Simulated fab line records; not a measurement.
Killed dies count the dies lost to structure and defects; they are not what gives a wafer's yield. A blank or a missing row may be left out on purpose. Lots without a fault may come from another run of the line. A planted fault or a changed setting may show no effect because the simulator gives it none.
Tool commonality check :: flow gf180mcu :: Sample size 12 lots and 42 wafers

## THE REASON FOR OPENING IT
2 of 12 lots carry a flag on the reading V1_CVD_00_THK at GF_V1_THK_MEAS_01. No-fault wafers: 602 nm, standard deviation 7.
Rule: flag the lot when none of its wafers has a number, or when each of its wafers that has one lies beyond 4 standard deviations from that mean. The other lots count as sound.

lot: L596
measured: day 16 23:04
on: film_metro-03
V1_CVD_00_THK (nm), wafer by wafer: 615 603 609
flag: 

lot: L598
measured: day 17 17:12
on: film_metro-01
V1_CVD_00_THK (nm), wafer by wafer: 609 609 604
flag: 

lot: L601
measured: day 19 05:05
on: film_metro-03
V1_CVD_00_THK (nm), wafer by wafer: 604 603 606
flag: 

lot: L602
measured: day 19 11:33
on: film_metro-03
V1_CVD_00_THK (nm), wafer by wafer: 604 612 609
flag: 

lot: L603
measured: day 19 21:44
on: film_metro-03
V1_CVD_00_THK (nm), wafer by wafer: 602 610 589
flag: 

lot: L604
measured: day 20 18:47
on: film_metro-02
V1_CVD_00_THK (nm), wafer by wafer: 598 588 590
flag: 

lot: L605
measured: day 21 01:22
on: film_metro-02
V1_CVD_00_THK (nm), wafer by wafer: 608 607 608
flag: 

lot: L606
measured: day 21 02:01
on: film_metro-03
V1_CVD_00_THK (nm), wafer by wafer: 602 602 604
flag: 

lot: L609
measured: day 22 10:21
on: film_metro-01
V1_CVD_00_THK (nm), wafer by wafer: 600 596 598
flag: 

lot: L610
measured: day 22 18:55
on: film_metro-01
V1_CVD_00_THK (nm), wafer by wafer: 605 605 617
flag: 

lot: L612
measured: day 23 05:44
on: film_metro-01
V1_CVD_00_THK (nm), wafer by wafer: 715 720 724 715 720 725
flag: FLAGGED

lot: L613
measured: day 23 14:32
on: film_metro-01
V1_CVD_00_THK (nm), wafer by wafer: 717 712 717 717 712 716
flag: FLAGGED
The numbers of the flagged lots are 718 nm on average: +116 nm against the usual, or +16 standard deviations.

## WHICH TOOL EACH LOT WENT THROUGH
2 process steps preceding the reading are held in the record, out of 602 steps in the route. Each cell gives the tool, then ch followed by the chambers the sampled wafers passed through, then the start.
lot: L596
flag: 
GF_M1_SPUTTER_02: pvd_sputter-02, day 16 00:01
GF_V1_CVD_00: hdpcvd-02 ch 0,2, day 16 22:59

lot: L598
flag: 
GF_M1_SPUTTER_02: pvd_sputter-02, day 16 17:40
GF_V1_CVD_00: hdpcvd-02 ch 0,1,2, day 17 17:08

lot: L601
flag: 
GF_M1_SPUTTER_02: pvd_sputter-02, day 18 04:22
GF_V1_CVD_00: hdpcvd-02 ch 0,1,2, day 19 05:01

lot: L602
flag: 
GF_M1_SPUTTER_02: pvd_sputter-03, day 18 10:55
GF_V1_CVD_00: hdpcvd-02 ch 0,1,2, day 19 11:28

lot: L603
flag: 
GF_M1_SPUTTER_02: pvd_sputter-04, day 18 20:40
GF_V1_CVD_00: hdpcvd-02 ch 0,1,2, day 19 21:40

lot: L604
flag: 
GF_M1_SPUTTER_02: pvd_sputter-02, day 19 17:46
GF_V1_CVD_00: hdpcvd-01 ch 0,2, day 20 18:42

lot: L605
flag: 
GF_M1_SPUTTER_02: pvd_sputter-04, day 20 00:54
GF_V1_CVD_00: hdpcvd-02 ch 0,1, day 21 01:17

lot: L606
flag: 
GF_M1_SPUTTER_02: pvd_sputter-02, day 20 01:22
GF_V1_CVD_00: hdpcvd-01 ch 0,1, day 21 01:56

lot: L609
flag: 
GF_M1_SPUTTER_02: pvd_sputter-03, day 21 09:13
GF_V1_CVD_00: hdpcvd-02 ch 0,1,2, day 22 10:16

lot: L610
flag: 
GF_M1_SPUTTER_02: pvd_sputter-02, day 21 18:29
GF_V1_CVD_00: hdpcvd-01 ch 0,2, day 22 18:46

lot: L612
flag: FLAGGED
GF_M1_SPUTTER_02: pvd_sputter-03, day 22 05:51
GF_V1_CVD_00: hdpcvd-02 ch 0,2, day 23 05:38

lot: L613
flag: FLAGGED
GF_M1_SPUTTER_02: pvd_sputter-02, day 22 15:08
GF_V1_CVD_00: hdpcvd-02 ch 0,1,2, day 23 14:26
What is done by these steps:
- GF_M1_SPUTTER_02: material AlCu, target thk 450 nm, time 23.9 s.
- GF_V1_CVD_00: deposits SiO2, target thk 600 nm, time 100 s.
- GF_V1_THK_MEAS_01

## FLAGGED OVER TOTAL, TOOL BY TOOL (the gauges that took the reading come last)
step: GF_M1_SPUTTER_02
tool: pvd_sputter-02
lots run: 7
flagged: 1
share of the flagged lots: some
sound lots run after its first flagged lot: 0

step: GF_M1_SPUTTER_02
tool: pvd_sputter-03
lots run: 3
flagged: 1
share of the flagged lots: some
sound lots run after its first flagged lot: 0

step: GF_M1_SPUTTER_02
tool: pvd_sputter-04
lots run: 2
flagged: 0
share of the flagged lots: none
sound lots run after its first flagged lot: -

step: GF_V1_CVD_00
tool: hdpcvd-01
lots run: 3
flagged: 0
share of the flagged lots: none
sound lots run after its first flagged lot: -

step: GF_V1_CVD_00
tool: hdpcvd-02
lots run: 9
flagged: 2
share of the flagged lots: all
sound lots run after its first flagged lot: 0

step: GF_V1_THK_MEAS_01
tool: film_metro-01
lots run: 5
flagged: 2
share of the flagged lots: all
sound lots run after its first flagged lot: 0

step: GF_V1_THK_MEAS_01
tool: film_metro-02
lots run: 2
flagged: 0
share of the flagged lots: none
sound lots run after its first flagged lot: -

step: GF_V1_THK_MEAS_01
tool: film_metro-03
lots run: 5
flagged: 0
share of the flagged lots: none
sound lots run after its first flagged lot: -

## WHAT THE TABLE PERMITS
In 2 table rows, all flagged lots were run: hdpcvd-02 (GF_V1_CVD_00), film_metro-01 (GF_V1_THK_MEAS_01).
- hdpcvd-02 at GF_V1_CVD_00: 2 of its 9 lots flagged. A fault beginning between L609 (day 22 10:16), its last sound lot, and L612 (day 23 05:38), its first flagged one, fits the data. Its own readings (sih4_flow_sccm) fall more than 4 standard deviations out on all wafers of the flagged lots.
- film_metro-01 at GF_V1_THK_MEAS_01: 2 of its 5 lots flagged. A fault beginning between L610 (day 22 18:55), its last sound lot, and L612 (day 23 05:44), its first flagged one, fits the data.
Because each of these 2 tools fits a fault that began at some hour, counting lots does not separate them. More lots, or a look at what each step does to the wafer, might.

## WHAT THE SIMULATOR HAD INSERTED
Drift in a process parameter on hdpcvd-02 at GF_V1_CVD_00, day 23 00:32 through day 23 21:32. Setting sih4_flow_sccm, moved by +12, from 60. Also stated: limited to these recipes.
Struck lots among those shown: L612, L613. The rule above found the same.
